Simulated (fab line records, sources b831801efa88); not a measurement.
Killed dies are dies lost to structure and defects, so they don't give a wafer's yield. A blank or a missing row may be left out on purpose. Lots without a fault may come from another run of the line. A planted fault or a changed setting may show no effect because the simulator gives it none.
Chamber matching | flow sky130 | SKY_VIA3_CMP_24 on cmp-02: 4 sister chambers
The step polishes, stops on SiO2, t overpolish 20 s, target thk 0 nm. 7 wafers are shown with their chamber, then 8 later ones without.

WAFERS WITH THEIR CHAMBER
wafer  | chamber | motor_current_A (A) | slurry_flow_ml_min
L391.1 | 0       | 11.5                | 150.0
L406.4 | 1       | 10.9                | 149.3
L406.6 | 2       | 11.5                | 150.3
L408.1 | 3       | 10.6                | 150.0
L408.5 | 3       | 10.8                | 150.4
L408.6 | 2       | 11.1                | 150.1
L409.1 | 1       | 11.0                | 149.6

WAFERS WITHOUT THEIR CHAMBER
wafer  | motor_current_A (A) | slurry_flow_ml_min
L409.3 | 10.4                | 150.1
L409.5 | 10.9                | 150.1
L411.4 | 11.3                | 149.7
L411.5 | 11.5                | 149.9
L411.6 | 11.6                | 149.9
L414.1 | 11.3                | 149.4
L414.4 | 11.2                | 150.2
L414.5 | 11.8                | 149.0

WHICH CHAMBER EACH WENT THROUGH
wafer  | from the rows above          | in truth
L409.3 | 3                            | 3
L409.5 | can't be placed: 3 or 2 or 1 | 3
L411.4 | can't be placed: 0 or 1 or 2 | 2
L411.5 | can't be placed: 0 or 2      | 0
L411.6 | can't be placed: 0 or 2      | 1
L414.1 | can't be placed: 1 or 0 or 2 | 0
L414.4 | can't be placed: 2 or 0      | 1
L414.5 | can't be placed: 0 or 1 or 2 | 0
Placed correctly: 1 of 8. Can't be placed from these rows: 7 (the true chamber is among the candidates in 5). Placed wrongly: 0.
How it was worked out, from the rows above alone: a wafer's distance from a chamber is the root of the sum, over the readings, of the square of ((its reading less the chamber's mean) divided by the reading's scatter). The wafer belongs to the nearest chamber; if the next one is less than 2 further off, it can't be placed. A chamber's mean is the mean of its shown wafers. The scatter: the root of (the sum of the squares of (reading less its chamber's mean) over the shown wafers, divided by (wafers less chambers)).
